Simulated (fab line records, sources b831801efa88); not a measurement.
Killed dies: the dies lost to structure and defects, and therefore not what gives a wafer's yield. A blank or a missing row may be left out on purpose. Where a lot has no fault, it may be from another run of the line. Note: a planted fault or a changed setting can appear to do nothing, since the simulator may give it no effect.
fab line records	flow sfq-line
record lots=7	wafers=21	last-day=100
route steps=325 shown M4@152 I4@163 JJ@178 M5@206
lots that met no fault: taken from a fault-free run of the same line
start-h: hours from the record's opening day to when the first of the lot's shown wafers began	wait-h: hours elapsed since this lot's preceding step	" unchanged from the row above	L1.1+2: a single row standing in for several wafers	- value missing, or start not given	* or withheld: withheld	< > ~ a bound
route shown NAME@n: NAME is a module with steps in the file, n the number in the route of the first one	usual: the fault-free wafers' mean and standard deviation	same: alike in all rows	chamber/n: place in a boat	sites: each site's reading	_std_site: the values' standard deviation	_edge_site: the outer-site mean with the inner-site mean subtracted	radius-mm: for every site, how far away it sits from the centre of the wafer	mask NAME#n: copy n	behind: the most recent tool/chamber to have shaped the wafer	hold: cause of the lot's hold/its duration in hours/its outcome	device: which transistor (n, p or np) failed to switch	end of line: the tests these same wafers got at the end of their route	a step with no rows: only its recipe	killed: at the first sort, the dies lost to defects and structure; wafer yield is something else	map: dies across one wafer; x = killed, . = not, _ = none there
set.NAME: setting as actually run; set.NAME@STEP: the setting as run at that earlier step	model.NAME: the simulator's own value behind a step, which no gauge read
lots at selected steps of the route; one table per step, one row per wafer
services: when a tool's chamber went out of use (start-h, in hours from the record's first day, below 0 if earlier), for how many hours, and the reason
## steps
# step SFQ_TRILAYER_M4_LITHO_COAT_098
# recipe resist=BARC	spin-rpm=3000	resist-thk-nm=62
# step SFQ_TRILAYER_M4_LITHO_COAT_093
# recipe resist=KrF	spin-rpm=3000	resist-thk-nm=600
# step SFQ_TRILAYER_M4_LITHO_SOFTBAKE_097
# recipe temp-c=withheld	time-s=withheld	resist=KrF
# step SFQ_TRILAYER_M4_LITHO_EXPOSE_094
# recipe mask-id=M4	na=0.6	source-shape=conventional	sigma-outer=0.65	target-cd-nm=500	dose-mj=14.4
# step SFQ_TRILAYER_M4_LITHO_PEB_096
# recipe peb-temp-c=115	peb-time-s=60	resist=KrF
# step SFQ_TRILAYER_M4_LITHO_DEVELOP_095
# recipe time-s=60	resist=KrF
# step SFQ_M4_OVL_MEAS_926
# usual M4_OVL=-4/5.9
lot.wafer	tool	chamber	start-h	wait-h	M4_OVL[nm]
L448.2	overlay-01	-	1397.08	0.1	-8
L448.3	"	-	"	"	-12
L448.6	"	-	"	"	-6
L449.2	overlay-02	-	1420.01	0.1	1
L449.3	"	-	"	"	-10
L449.6	"	-	"	"	-3
L450.2	overlay-02	-	1429.61	0.1	-5
L450.4	"	-	"	"	-3
L450.6	"	-	"	"	-6
L460.2	overlay-01	-	1494.99	0.1	-5
L460.3	"	-	"	"	-4
L460.5	"	-	"	"	-9
L463.1	overlay-02	-	1508.52	0.1	-6
L463.2	"	-	"	"	4
L463.5	"	-	"	"	-9
L464.1	overlay-02	-	1510.92	0.1	-2
L464.5	"	-	"	"	-7
L464.6	"	-	"	"	-9
L466.2	overlay-01	-	1530.25	0.1	-15
L466.4	"	-	"	"	-11
L466.5	"	-	"	"	-17
# step SFQ_TRILAYER_M4_BARC_OPEN_METAL_ETCH_123
# recipe mask-material=PR	chemistry=O2	target-depth-nm=125	target=BARC	icp-w=600	bias-w=80	pressure-mtorr=10	time-s=41.7
# usual drypump-motor-current-A=6.0/0.47	oes-product-au=0.685/0.0046	rf-fwd-power-W=593.6/3
lot.wafer	tool	chamber	start-h	wait-h	drypump-motor-current-A	oes-product-au	rf-fwd-power-W	rf-hours-counter-h
L448.2	rie-metal-04	0	1397.11	0.0	6.6	0.687	595.5	109
L448.3	"	1	"	"	6.1	0.690	592.7	-
L448.6	"	0	"	"	6.7	0.688	596.6	-
L449.2	rie-metal-04	0	1420.04	0.0	6.7	0.683	594.3	110
L449.3	"	1	"	"	6.1	0.683	599.2	-
L449.6	"	0	"	"	6.7	0.687	592.3	-
L450.2	rie-metal-01	0	1429.64	0.0	5.8	0.685	596.7	20
L450.4	"	1	"	"	5.5	0.691	593.9	-
L450.6	"	0	"	"	5.8	0.687	596.0	-
L460.2	rie-metal-04	0	1495.02	0.0	6.7	0.689	596.1	121
L460.3	"	0	"	"	6.7	0.675	591.5	-
L460.5	"	1	"	"	6.1	0.687	596.0	-
L463.1	rie-metal-01	1	1508.56	0.0	5.5	0.696	592.3	119
L463.2	"	0	"	"	5.9	0.682	591.4	32
L463.5	"	0	"	"	5.8	0.680	593.1	-
L464.1	rie-metal-04	1	1510.96	0.0	6.1	0.683	595.2	26
L464.5	"	1	"	"	6.1	0.694	594.9	-
L464.6	"	0	"	"	6.7	0.688	595.8	-
L466.2	rie-metal-04	1	1530.28	0.0	6.1	0.684	596.6	29
L466.4	"	1	"	"	6.1	0.690	595.9	-
L466.5	"	1	"	"	6.1	0.685	596.1	-
# step SFQ_TRILAYER_M4_ETCH_METAL_ETCH_096
# recipe target=Nb	stop-on=SiO2	mask-material=PR	chemistry=Cl2/Ar	target-depth-nm=240	icp-w=600	bias-w=80	pressure-mtorr=10	time-s=120
# usual drypump-motor-current-A=6.0/0.45	oes-product-au=0.893/0.0064	rf-fwd-power-W=597.0/2
lot.wafer	tool	chamber	start-h	wait-h	drypump-motor-current-A	oes-product-au	rf-fwd-power-W	rf-hours-counter-h
L448.2	rie-metal-04	0	1397.17	0.0	6.7	0.886	597.4	109
L448.3	"	1	"	"	6.1	0.891	597.3	-
L448.6	"	0	"	"	6.7	0.885	596.6	-
L449.2	rie-metal-04	0	1420.10	0.0	6.7	0.893	593.8	110
L449.3	"	1	"	"	6.1	0.891	597.2	-
L449.6	"	0	"	"	6.6	0.898	596.4	-
L450.2	rie-metal-01	0	1429.70	0.0	5.8	0.888	596.9	20
L450.4	"	1	"	"	5.5	0.889	598.2	-
L450.6	"	0	"	"	5.8	0.894	598.7	-
L460.2	rie-metal-04	0	1495.08	0.0	6.7	0.900	596.7	121
L460.3	"	0	"	"	6.7	0.893	593.2	-
L460.5	"	1	"	"	6.1	0.894	597.9	-
L463.1	rie-metal-01	1	1508.62	0.0	5.5	0.886	596.3	119
L463.2	"	0	"	"	5.9	0.886	597.6	32
L463.5	"	0	"	"	5.9	0.888	598.2	-
L464.1	rie-metal-04	1	1511.02	0.0	6.1	0.881	598.4	26
L464.5	"	1	"	"	6.1	0.898	597.9	-
L464.6	"	0	"	"	6.6	0.890	597.6	-
L466.2	rie-metal-04	1	1530.34	0.0	6.1	0.895	598.1	29
L466.4	"	1	"	"	6.1	0.897	598.7	-
L466.5	"	1	"	"	6.1	0.883	596.9	-
# step SFQ_TRILAYER_M4_STRIP_STRIP_097
# recipe gas=O2	power-w=200	platen-temp-c=40	overash-fraction=0.65	chemistry=O2	pressure-mtorr=50
# step SFQ_TRILAYER_M4_STRIP_SOLV_CLEAN_098
# recipe chemistry=NMP	temp-c=70	time-s=600
# step SFQ_TRILAYER_I4_DEP_PECVD_099
# recipe material=SiO2	temp-c=150	time-s=111.11	pressure-torr=2.4	rf-w=183.3	precursor=SiH4/N2O	target-thk-nm=500
# step SFQ_TRILAYER_I4_CMP_CMP_100
# recipe material=SiO2	down-force-psi=3	platen-rpm=60	pad-velocity-m-s=0.94248
# usual motor-current-A=10.4/0.73	time-to-endpoint-s=214/7.8
lot.wafer	tool	chamber	start-h	wait-h	motor-current-A	time-to-endpoint-s	model.SiO2_of_TRILAYER_I4_DEP_PECVD_099.thk-nm
L448.3	cmp-01	1	1398.15	0.0	11.5	193	219.8
L448.2	"	0	1399.65	1.5	9.7	194	220.5
L448.6	"	1	"	"	10.7	202	217.8
L449.3	cmp-01	2	1422.77	1.7	9.1	198	221.2
L449.2	"	0	1423.77	2.7	9.7	200	220.6
L449.6	"	1	"	"	11.2	204	220.6
L450.2	cmp-01	0	1430.67	0.0	10.5	202	221.4
L450.4	"	3	1432.17	1.5	9.9	196	219.5
L450.6	"	0	"	"	9.9	205	221.5
L460.3	cmp-01	2	1497.23	1.2	9.6	209	200.6
L460.2	"	3	"	"	10.3	210	198.8
L460.5	"	3	1499.73	3.7	10.6	204	199.1
L463.1	cmp-01	3	1510.81	1.3	10.2	199	197.9
L463.2	"	0	"	"	9.2	207	199.4
L463.5	"	3	1512.81	3.2	10.1	204	197.8
L464.1	cmp-01	2	1515.31	3.4	8.8	217	199.3
L464.6	"	3	"	"	9.5	209	200.4
L464.5	"	0	"	"	9.4	219	201.3
L466.2	cmp-01	3	1531.81	0.5	9.7	193	200
L466.4	"	0	"	"	9.9	214	200.6
L466.5	"	3	1533.81	2.5	10.0	206	200.2
# step SFQ_I4_BOW_MEAS_927
# recipe mode=bow
# usual I4_BOW=5/10
lot.wafer	tool	chamber	start-h	wait-h	I4_BOW[um]
L448.2	film-metro-02	-	1401.17	1.0	9
L448.3	"	-	"	"	19
L448.6	"	-	"	"	8
L449.2	film-metro-03	-	1425.29	1.0	12
L449.3	"	-	"	"	3
L449.6	"	-	"	"	8
L450.2	film-metro-02	-	1433.69	2.5	2
L450.4	"	-	"	"	-2
L450.6	"	-	"	"	7
L460.2	film-metro-03	-	1500.25	2.0	10
L460.3	"	-	"	"	17
L460.5	"	-	"	"	15
L463.1	film-metro-02	-	1513.81	2.5	-19
L463.2	"	-	"	"	-16
L463.5	"	-	"	"	-1
L464.1	film-metro-03	-	1516.81	1.0	-22
L464.5	"	-	"	"	-11
L464.6	"	-	"	"	-14
L466.2	film-metro-02	-	1534.83	2.5	0
L466.4	"	-	"	"	22
L466.5	"	-	"	"	6
# step SFQ_TRILAYER_I4_METRO_MEASURE_101
# usual thk-nm=199.8/1.1
lot.wafer	tool	chamber	start-h	wait-h	thk-nm
L448.2	film-metro-02	-	1401.47	0.3	220.3
L448.3	"	-	"	"	219.8
L448.6	"	-	"	"	217.8
L449.2	film-metro-03	-	1425.59	0.3	220.6
L449.3	"	-	"	"	221.1
L449.6	"	-	"	"	220.8
L450.2	film-metro-02	-	1433.99	0.3	221.4
L450.4	"	-	"	"	219.7
L450.6	"	-	"	"	221.4
L460.2	film-metro-03	-	1500.55	0.3	198.9
L460.3	"	-	"	"	200.7
L460.5	"	-	"	"	199.1
L463.1	film-metro-02	-	1513.93	0.1	198.0
L463.2	"	-	"	"	199.6
L463.5	"	-	"	"	197.8
L464.1	film-metro-03	-	1516.93	0.1	199.1
L464.5	"	-	"	"	201.3
L464.6	"	-	"	"	200.4
L466.2	film-metro-02	-	1535.13	0.3	199.9
L466.4	"	-	"	"	200.7
L466.5	"	-	"	"	200.0
# step SFQ_TRILAYER_I4_VIA_LITHO_COAT_108
# recipe resist=BARC	spin-rpm=3000	resist-thk-nm=62
# step SFQ_TRILAYER_I4_VIA_LITHO_COAT_103
# recipe resist=KrF	spin-rpm=3000	resist-thk-nm=650
# step SFQ_TRILAYER_I4_VIA_LITHO_SOFTBAKE_107
# recipe temp-c=withheld	time-s=withheld	resist=KrF
# step SFQ_TRILAYER_I4_VIA_LITHO_EXPOSE_104
# recipe mask-id=I4	na=0.6	source-shape=conventional	sigma-outer=0.65	target-cd-nm=700	dose-mj=21.3
# step SFQ_TRILAYER_I4_VIA_LITHO_PEB_106
# recipe peb-temp-c=115	peb-time-s=60	resist=KrF
# step SFQ_TRILAYER_I4_VIA_LITHO_DEVELOP_105
# recipe time-s=60	resist=KrF
# step SFQ_I4_OVL_MEAS_928
# usual I4_OVL=2/6.6
lot.wafer	tool	chamber	start-h	wait-h	I4_OVL[nm]
L448.2	overlay-01	-	1405.65	0.1	10
L448.3	"	-	"	"	8
L448.6	"	-	"	"	9
L449.2	overlay-01	-	1429.68	0.1	8
L449.3	"	-	"	"	11
L449.6	"	-	"	"	4
L450.2	overlay-02	-	1440.43	0.1	3
L450.4	"	-	"	"	1
L450.6	"	-	"	"	3
L460.2	overlay-01	-	1583.05	0.1	15
L460.3	"	-	"	"	18
L460.5	"	-	"	"	8
L463.1	overlay-01	-	1595.05	0.1	1
L463.2	"	-	"	"	-1
L463.5	"	-	"	"	-1
L464.1	overlay-01	-	1598.65	0.1	-11
L464.5	"	-	"	"	-8
L464.6	"	-	"	"	-3
L466.2	overlay-02	-	1618.10	0.1	13
L466.4	"	-	"	"	13
L466.5	"	-	"	"	16
# step SFQ_TRILAYER_I4_VIA_BARC_OPEN_VIA_ETCH_146
# recipe mask-material=PR	chemistry=O2	target-depth-nm=125	target=BARC	source-w=500	bias-w=80	pressure-mtorr=30	time-s=41.7
# usual drypump-motor-current-A=5.8/0.42	oes-product-au=0.686/0.0045	rf-fwd-power-W=494.7/2.2
lot.wafer	tool	chamber	start-h	wait-h	drypump-motor-current-A	oes-product-au	rf-fwd-power-W	rf-hours-counter-h
L448.2	rie-diel-04	2	1405.68	0.0	5.6	0.679	496.6	19
L448.3	"	1	"	"	6.0	0.683	496.6	10
L448.6	"	3	"	"	5.7	0.691	494.2	-
L449.2	rie-diel-04	1	1429.71	0.0	6.0	0.685	495.3	11
L449.3	"	0	"	"	6.2	0.687	496.6	18
L449.6	"	1	"	"	6.0	0.685	494.4	-
L450.2	rie-diel-02	3	1440.46	0.0	5.5	0.684	494.1	15
L450.4	"	2	"	"	6.1	0.680	495.5	7
L450.6	"	1	"	"	5.5	0.682	494.9	-
L460.2	rie-diel-01	3	1583.08	0.0	5.2	0.683	496.9	17
L460.3	"	2	"	"	5.4	0.676	495.4	16
L460.5	"	1	"	"	6.1	0.690	498.4	-
L463.1	rie-diel-02	3	1595.08	0.0	5.5	0.684	492.0	17
L463.2	"	2	"	"	6.1	0.680	497.9	9
L463.5	"	0	"	"	6.7	0.688	489.7	-
L464.1	rie-diel-04	2	1598.68	0.0	5.6	0.685	495.6	1
L464.5	"	0	"	"	6.3	0.690	493.2	-
L464.6	"	1	"	"	6.0	0.685	495.1	-
L466.2	rie-diel-01	2	1618.13	0.0	5.4	0.688	497.2	16
L466.4	"	1	"	"	6.1	0.684	498.3	10
L466.5	"	3	"	"	5.2	0.678	496.4	-
# step SFQ_TRILAYER_I4_VIA_ETCH_VIA_ETCH_106
# recipe target=SiO2	stop-on=Nb	mask-material=PR	taper-deg=20	chemistry=CHF3	target-depth-nm=260	source-w=500	bias-w=80	pressure-mtorr=30	time-s=withheld
# usual drypump-motor-current-A=5.8/0.41	oes-product-au=0.854/0.0053	rf-fwd-power-W=498.2/1.6
lot.wafer	tool	chamber	start-h	wait-h	drypump-motor-current-A	oes-product-au	rf-fwd-power-W	model.I4.feature-depth-nm	model.etch.depth-nm
L448.2	rie-diel-04	2	1405.72	0.0	5.6	0.903	496.7	220.5	220.5
L448.3	"	1	"	"	6.0	0.910	499.2	219.8	219.8
L448.6	"	3	"	"	5.7	0.893	496.5	217.8	217.8
L449.2	rie-diel-04	1	1429.75	0.0	6.0	0.904	496.9	220.6	220.6
L449.3	"	0	"	"	6.2	0.908	500.1	221.2	221.2
L449.6	"	1	"	"	6.0	0.909	495.2	220.6	220.6
L450.2	rie-diel-02	3	1440.50	0.0	5.5	0.912	497.6	221.4	221.4
L450.4	"	2	"	"	6.1	0.905	498.8	219.5	219.5
L450.6	"	1	"	"	5.6	0.904	497.9	221.5	221.5
L460.2	rie-diel-01	3	1583.12	0.0	5.2	0.848	499.8	198.8	198.8
L460.3	"	2	"	"	5.4	0.852	500.2	200.6	200.6
L460.5	"	1	"	"	6.1	0.856	496.9	199.1	199.1
L463.1	rie-diel-02	3	1595.12	0.0	5.5	0.850	498.5	197.9	197.9
L463.2	"	2	"	"	6.1	0.863	498.2	199.4	199.4
L463.5	"	0	"	"	6.7	0.846	497.2	197.8	197.8
L464.1	rie-diel-04	2	1598.72	0.0	5.6	0.861	496.6	199.3	199.3
L464.5	"	0	"	"	6.2	0.862	499.5	201.3	201.3
L464.6	"	1	"	"	6.0	0.859	495.7	200.4	200.4
L466.2	rie-diel-01	2	1618.17	0.0	5.4	0.865	498.2	200	200
L466.4	"	1	"	"	6.2	0.858	498.4	200.6	200.6
L466.5	"	3	"	"	5.2	0.866	498.4	200.2	200.2
# step SFQ_TRILAYER_I4_VIA_STRIP_STRIP_107
# recipe gas=O2	power-w=200	platen-temp-c=40	overash-fraction=0.65	chemistry=O2	pressure-mtorr=50
# step SFQ_TRILAYER_I4_VIA_STRIP_SOLV_CLEAN_108
# recipe chemistry=NMP	temp-c=70	time-s=600
# step SFQ_TRILAYER_JJ_TRILAYER_DEP_PRE_CLEAN_113
# recipe gas=Ar	time-s=22.5	bias-v=250
# step SFQ_TRILAYER_JJ_TRILAYER_DEP_SPUTTER_109
# recipe material=Nb	base-pressure-pa=1.33e-06	chamber-pressure-pa=0.1333	substrate-temp-c=20	target-thk-nm=150	power-w=2000	time-s=100
# usual throttle-valve-pct=30.0/1.1
lot.wafer	tool	chamber	start-h	wait-h	throttle-valve-pct
L448.2	pvd-sputter-03	-	1406.63	0.0	30.4
L448.3	"	-	"	"	30.4
L448.6	"	-	"	"	31.0
L449.2	pvd-sputter-04	-	1430.66	0.0	30.7
L449.3	"	-	"	"	29.2
L449.6	"	-	"	"	29.1
L450.2	pvd-sputter-04	-	1441.42	0.0	29.2
L450.4	"	-	"	"	28.8
L450.6	"	-	"	"	28.4
L460.2	pvd-sputter-06	-	1584.04	0.0	29.8
L460.3	"	-	"	"	29.4
L460.5	"	-	"	"	29.7
L463.1	pvd-sputter-04	-	1596.22	0.0	29.4
L463.2	"	-	"	"	30.2
L463.5	"	-	"	"	30.4
L464.1	pvd-sputter-03	-	1599.64	0.0	30.7
L464.5	"	-	"	"	30.6
L464.6	"	-	"	"	29.6
L466.2	pvd-sputter-06	-	1619.10	0.0	32.9
L466.4	"	-	"	"	29.7
L466.5	"	-	"	"	29.4
# step SFQ_TRILAYER_JJ_TRILAYER_DEP_SPUTTER_110
# recipe material=Al	base-pressure-pa=1.33e-06	target-thk-nm=8	power-w=500	time-s=10	chamber-pressure-pa=0.4
# step SFQ_TRILAYER_JJ_TRILAYER_DEP_AL_OXIDATION_111
# recipe pressure-mbar=0.014667	oxidation-time-s=600	temperature-k=293
# step SFQ_TRILAYER_JJ_TRILAYER_DEP_SPUTTER_112
# recipe material=Nb	base-pressure-pa=1.33e-06	chamber-pressure-pa=0.1333	substrate-temp-c=20	target-thk-nm=170	power-w=2000	time-s=113.3
# step SFQ_JJ_RS_MEAS_929
# recipe thk-meas-gauge=four-point-probe	reads=Nb_of_TRILAYER_JJ_TRILAYER_DEP_SPUTTER_112
# usual JJ_NB_RS=1.048/0.012
lot.wafer	tool	chamber	start-h	wait-h	JJ_NB_RS[ohm/sq]
L448.2	film-metro-01	-	1407.83	0.1	1.051
L448.3	"	-	"	"	1.042
L448.6	"	-	"	"	1.042
L449.2	film-metro-01	-	1431.86	0.1	1.035
L449.3	"	-	"	"	1.044
L449.6	"	-	"	"	1.054
L450.2	film-metro-01	-	1442.61	0.1	1.054
L450.4	"	-	"	"	1.062
L450.6	"	-	"	"	1.053
L460.2	film-metro-01	-	1585.23	0.1	1.041
L460.3	"	-	"	"	1.044
L460.5	"	-	"	"	1.044
L463.1	film-metro-01	-	1597.49	0.0	1.058
L463.2	"	-	"	"	1.041
L463.5	"	-	"	"	1.053
L464.1	film-metro-01	-	1600.81	0.0	1.046
L464.5	"	-	"	"	1.051
L464.6	"	-	"	"	1.070
L466.2	film-metro-01	-	1620.30	0.1	1.042
L466.4	"	-	"	"	1.037
L466.5	"	-	"	"	1.048
# step SFQ_TRILAYER_JJ_CE_LITHO_COAT_119
# recipe resist=BARC	spin-rpm=3000	resist-thk-nm=62
# step SFQ_TRILAYER_JJ_CE_LITHO_COAT_114
# recipe resist=KrF	spin-rpm=3000	resist-thk-nm=600
# step SFQ_TRILAYER_JJ_CE_LITHO_SOFTBAKE_118
# recipe temp-c=withheld	time-s=withheld	resist=KrF
# step SFQ_TRILAYER_JJ_CE_LITHO_EXPOSE_115
# recipe mask-id=J5	na=0.6	source-shape=conventional	sigma-outer=0.65	target-cd-nm=700	dose-mj=14.4
# step SFQ_TRILAYER_JJ_CE_LITHO_PEB_117
# recipe peb-temp-c=115	peb-time-s=60	resist=KrF
# step SFQ_TRILAYER_JJ_CE_LITHO_DEVELOP_116
# recipe time-s=60	resist=KrF
# step SFQ_JJ_OVL_MEAS_931
# usual J5_OVL=0/6.5
lot.wafer	tool	chamber	start-h	wait-h	J5_OVL[nm]
L448.2	overlay-02	-	1526.53	0.1	-4
L448.3	"	-	"	"	-10
L448.6	"	-	"	"	-8
L449.2	overlay-01	-	1537.45	0.1	-4
L449.3	"	-	"	"	4
L449.6	"	-	"	"	9
L450.2	overlay-01	-	1547.05	0.1	9
L450.4	"	-	"	"	0
L450.6	"	-	"	"	4
L460.2	overlay-02	-	1588.65	0.1	-8
L460.3	"	-	"	"	-2
L460.5	"	-	"	"	-5
L463.1	overlay-01	-	1604.89	0.1	4
L463.2	"	-	"	"	-1
L463.5	"	-	"	"	-2
L464.1	overlay-01	-	1607.29	0.1	-10
L464.5	"	-	"	"	0
L464.6	"	-	"	"	-1
L466.2	overlay-02	-	1628.45	0.1	-4
L466.4	"	-	"	"	1
L466.5	"	-	"	"	7
# step SFQ_TRILAYER_JJ_CE_METRO_MEASURE_117
# usual cd-nm=700.0/1.1
lot.wafer	tool	chamber	start-h	wait-h	cd-nm
L448.2	cd-sem-02	-	1526.76	0.2	699.6
L448.3	"	-	"	"	699.4
L448.6	"	-	"	"	699.9
L449.2	cd-sem-01	-	1537.68	0.2	697.6
L449.3	"	-	"	"	696.1
L449.6	"	-	"	"	698.2
L450.2	cd-sem-02	-	1547.28	0.2	700.3
L450.4	"	-	"	"	701.5
L450.6	"	-	"	"	701.0
L460.2	cd-sem-02	-	1588.88	0.2	699.4
L460.3	"	-	"	"	699.9
L460.5	"	-	"	"	700.0
L463.1	cd-sem-01	-	1604.93	0.0	699.4
L463.2	"	-	"	"	699.7
L463.5	"	-	"	"	699.7
L464.1	cd-sem-02	-	1607.33	0.0	698.0
L464.5	"	-	"	"	699.1
L464.6	"	-	"	"	698.4
L466.2	cd-sem-02	-	1628.68	0.2	698.2
L466.4	"	-	"	"	699.2
L466.5	"	-	"	"	699.0
# step SFQ_TRILAYER_JJ_CE_BARC_OPEN_RIE_150
# recipe mask-material=PR	chemistry=O2	target-depth-nm=240	target=BARC	icp-w=600	bias-w=80	pressure-mtorr=10	time-s=80
# step SFQ_TRILAYER_M5_ETCH_METAL_ETCH_126
# recipe target=Nb	stop-on=SiO2	mask-material=PR	over-etch-frac=0.15	time-s=203.2	chemistry=Cl2/BCl3	target-depth-nm=265	icp-w=600	bias-w=80	pressure-mtorr=10
# usual drypump-motor-current-A=6.0/0.38	oes-product-au=0.727/0.0048	rf-fwd-power-W=598.0/2
lot.wafer	tool	chamber	start-h	wait-h	drypump-motor-current-A	oes-product-au	rf-fwd-power-W	rf-hours-counter-h	model.SiO2_of_TRILAYER_I4_DEP_PECVD_099.thk-nm
L448.2	rie-metal-01	1	1609.54	0.0	5.5	0.729	597.9	11	201
L448.3	"	0	"	"	5.8	0.725	598.0	-	199.8
L448.6	"	0	"	"	5.8	0.732	597.9	-	198
L449.2	rie-metal-04	1	1621.91	0.1	6.1	0.733	597.2	-	200.5
L449.3	"	1	"	"	6.1	0.729	598.5	-	201
L449.6	"	1	"	"	6.1	0.730	597.2	-	200.5
L450.2	rie-metal-02	0	1632.89	0.0	5.6	0.732	597.5	110	201.3
L450.4	"	1	"	"	6.4	0.743	598.2	-	199.4
L450.6	"	0	"	"	5.6	0.724	595.6	-	201.5
L460.2	rie-metal-04	0	1687.74	0.0	6.7	0.730	598.3	6	178.9
L460.3	"	0	"	"	6.7	0.720	598.7	-	180.7
L460.5	"	1	"	"	6.1	0.724	597.3	-	179.2
L463.1	rie-metal-02	1	1699.87	0.0	6.3	0.723	598.6	23	177.9
L463.2	"	0	"	"	5.6	0.723	597.9	119	179.5
L463.5	"	0	"	"	5.6	0.723	597.2	-	177.9
L464.1	rie-metal-02	0	1704.67	0.0	5.6	0.731	594.5	120	179.4
L464.5	"	1	"	"	6.3	0.726	598.1	-	181.4
L464.6	"	0	"	"	5.6	0.729	596.6	-	180.5
L466.2	rie-metal-02	0	1735.31	0.0	5.6	0.726	594.4	124	179.9
L466.4	"	1	"	"	6.3	0.720	599.1	-	180.8
L466.5	"	1	"	"	6.4	0.726	596.8	-	180.5
## services
tool	chamber	start-h	hours	kind
cd-sem-02	-	1375.31	0.5	pm
rie-metal-04	0	1399.92	19.3	repair
cmp-01	-	1426.29	4.0	pm
rie-metal-01	-	1434.22	0.7	repair
cmp-01	-	1441.84	14.6	repair
cd-sem-02	-	1451.68	0.5	pm
rie-metal-01	-	1452.93	2.8	pm
cmp-01	-	1456.44	6.9	pm
cmp-01	-	1460.54	2.1	repair
cmp-01	-	1476.82	0.2	repair
rie-diel-04	3	1517.28	4.2	repair
cmp-01	-	1535.59	2.4	repair
cmp-01	-	1551.08	2.3	repair
rie-diel-04	2	1560.24	3.6	repair
cmp-01	-	1572.66	0.6	repair
rie-metal-04	0	1590.23	15.3	repair
cmp-01	-	1592.19	0.4	repair
cmp-01	-	1600.66	2.8	repair
cmp-01	-	1610.48	1.1	repair
cmp-01	-	1617.33	0.2	repair
cmp-01	-	1617.79	1.3	repair
rie-metal-04	0	1630.51	16.6	repair
rie-diel-04	2	1683.52	2.6	repair
rie-diel-04	0	1724.33	8.1	repair
## key
first-sign step=SFQ_TRILAYER_I4_CMP_CMP_100	reading=time-to-endpoint-s	direction=down	sigmas=1.9	usual=*	struck=*
effect step=SFQ_TRILAYER_I4_METRO_MEASURE_101	reading=thk-nm	direction=up	sigmas=19	usual=199.8	struck=220.3
effect step=SFQ_TRILAYER_I4_VIA_ETCH_VIA_ETCH_106	reading=oes-product-au	direction=up	sigmas=9.6	usual=0.854	struck=0.905
model-effect step=SFQ_TRILAYER_I4_CMP_CMP_100	value=SiO2_of_TRILAYER_I4_DEP_PECVD_099.thk-nm	without=200.3	struck=220.3
model-effect step=SFQ_TRILAYER_I4_VIA_ETCH_VIA_ETCH_106	value=I4.feature-depth-nm	without=200.3	struck=220.3
model-effect step=SFQ_TRILAYER_M5_ETCH_METAL_ETCH_126	value=SiO2_of_TRILAYER_I4_DEP_PECVD_099.thk-nm	without=180.3	struck=200.3
met-at SFQ_TRILAYER_I4_CMP_CMP_100
struck-wafers L448.2,L448.3,L448.6,L449.2,L449.3,L449.6,L450.2,L450.4,L450.6
fault kind=process-parameter-drift	tool=cmp-01	chamber=-	onset-h=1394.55	steps=SFQ_TRILAYER_I4_CMP_CMP_100	channel=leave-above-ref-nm	offset=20	shape=step	end-h=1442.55	acts-in=these-recipes-only	stated=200
